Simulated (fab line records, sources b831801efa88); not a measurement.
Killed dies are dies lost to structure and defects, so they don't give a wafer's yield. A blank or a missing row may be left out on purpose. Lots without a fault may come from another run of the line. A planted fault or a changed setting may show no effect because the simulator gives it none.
A struck lot beside a sound one | flow sky130 | 16 steps out of a route of 708
Sound: wafers L649.1, L649.4, L649.6. Struck: wafers L638.3, L638.5, L638.6. The cause comes at the end.
At each step with rows: each side's tool, then ch and its chambers, then its first start. Under that, the readings that differ: sound wafers | struck wafers | difference of the means | sigmas: that difference in standard deviations of wafers without a fault.
alike: readings whose means differ by less than 2 such deviations, and words and numbers that are the same on both sides. not compared: withheld readings, readings that some wafer has no value for, bounds like >300 that may hide the same value, and numbers for which the record gives no deviation and whose values overlap.
The two part at a step that has a row with sigmas, a row that says differs or no value, or rows on one side only. Numbers that don't overlap but have no deviation are shown without sigmas and don't part them. A reading that every wafer of one side lacks parts them only if that side has two wafers or more.

first, 1 step without rows for these wafers: SKY_FIELD_ISO_CVD_03 (deposits Si3N4 from DCS/NH3, target thk 165 nm, time 2830 s).
SKY_FIELD_ISO_THK_MEAS_04:
  sound on film_metro-01, day 5 02:29; struck on film_metro-04, day 2 22:25
  alike: FIELD_ISO_CVD_03_THK
then, 8 steps without rows for these wafers: SKY_FIELD_ISO_DEHYDRATE_05 (time 60 s); SKY_FIELD_ISO_HMDS_06 (prime time 60 s); SKY_FIELD_ISO_COAT_07 (resist thk 60 nm); SKY_FIELD_ISO_COAT_08 (resist thk 450 nm); SKY_FIELD_ISO_SOFTBAKE_09 (time 90 s); SKY_FIELD_ISO_EXPOSE_10 (exposes mask FOM, target cd 150 nm); SKY_FIELD_ISO_PEB_11; SKY_FIELD_ISO_DEVELOP_12 (develop time 60 s).
SKY_FIELD_ISO_CD_MEAS_13: target cd 150 nm.
  sound on cd_sem-02, day 5 19:31; struck on cd_sem-02, day 3 13:21
  alike: cd_nm
SKY_FIELD_ISO_ETCH_14: etches BARC in N2/H2, stops on SiO2, time 45.9 s, target depth 60 nm.
  sound on rie_diel-01 ch 0,1,2, day 5 19:38; struck on rie_diel-02 ch 0,2,3, day 3 13:26
  alike: bias_w, chamber_pressure_mTorr, drypump_motor_current_A, oes_product_au, throttle_valve_pct
  not compared: rf_hours_counter_h
SKY_FIELD_ISO_ETCH_15: etches the open film in CHF3/O2, stops on Si, target depth 180 nm, time 72 s.
  sound on rie_diel-01 ch 0,1,2, day 5 19:40; struck on rie_diel-02 ch 0,2,3, day 3 13:28
  no value came back on the struck wafers for any of 5 readings (O2_flow_sccm (sccm), bias_w (W) and others); on the sound wafers O2_flow_sccm (sccm) reads 5.008 5.002 5.005
  reading                                          | sound             | struck          | difference | sigmas
  model.KrF-thick_of_FIELD_ISO_COAT_08.thk_nm (nm) | 234.2 239.6 236.5 | 392 392.8 391.3 | +155       |
  not compared: rf_hours_counter_h
SKY_FIELD_ISO_STRIP_16: strips in O2/N2.
  sound on plasma_asher-03 ch 0,1, day 5 19:44; struck on plasma_asher-04 ch 0,1, day 3 13:34
  reading                      | sound             | struck            | difference | sigmas
  oes_product_au (a.u.)        | 0.382 0.379 0.383 | 0.443 0.446 0.447 | +0.064     | +14
  strip_time_to_endpoint_s (s) | 3.52 3.57 3.55    | 5.19 5.18 5.19    | +1.64      | +47
  alike: drypump_motor_current_A
  not compared: rf_hours_counter_h
SKY_FIELD_ISO_ETCH_17: etches Si in HBr/Cl2/O2, target depth 342 nm, time 97.7 s.
  sound on rie_si-02 ch 0,1,2, day 5 19:50; struck on rie_si-01 ch 0,1,3, day 3 13:38
  alike: HBr_flow_sccm, O2_flow_sccm, drypump_motor_current_A, mfc_cl2_sccm, oes_product_au, throttle_valve_pct
  not compared: rf_hours_counter_h
-- the record jumps here: 44 days lie between the struck wafers' starts before and after (it left off in module FIELD_ISO and takes up again in module PAD_OPEN, whose first step shown is number 708 of the route) --
SKY_PAD_OPEN_PROBE_99:
  sound on prober-01, day 50 00:53; struck on prober-02, day 47 10:59
  reading             | sound    | struck      | difference | sigmas
  killed_at_front_end | 14 15 11 | 417 433 425 | +412       | +98
  killed_dies         | 91 74 77 | 492 492 492 | +411       | +44
  killed_on_rim       | 17 14 11 | 96 96 96    | +82        | +20
  alike: killed_at_M0_to_M3, killed_at_M4_up, killed_at_contacts, killed_at_other, killed_open, killed_short

WHERE THEY PART
First at SKY_FIELD_ISO_ETCH_15; last, within this record, at SKY_PAD_OPEN_PROBE_99.

WHY: what the simulator had put in
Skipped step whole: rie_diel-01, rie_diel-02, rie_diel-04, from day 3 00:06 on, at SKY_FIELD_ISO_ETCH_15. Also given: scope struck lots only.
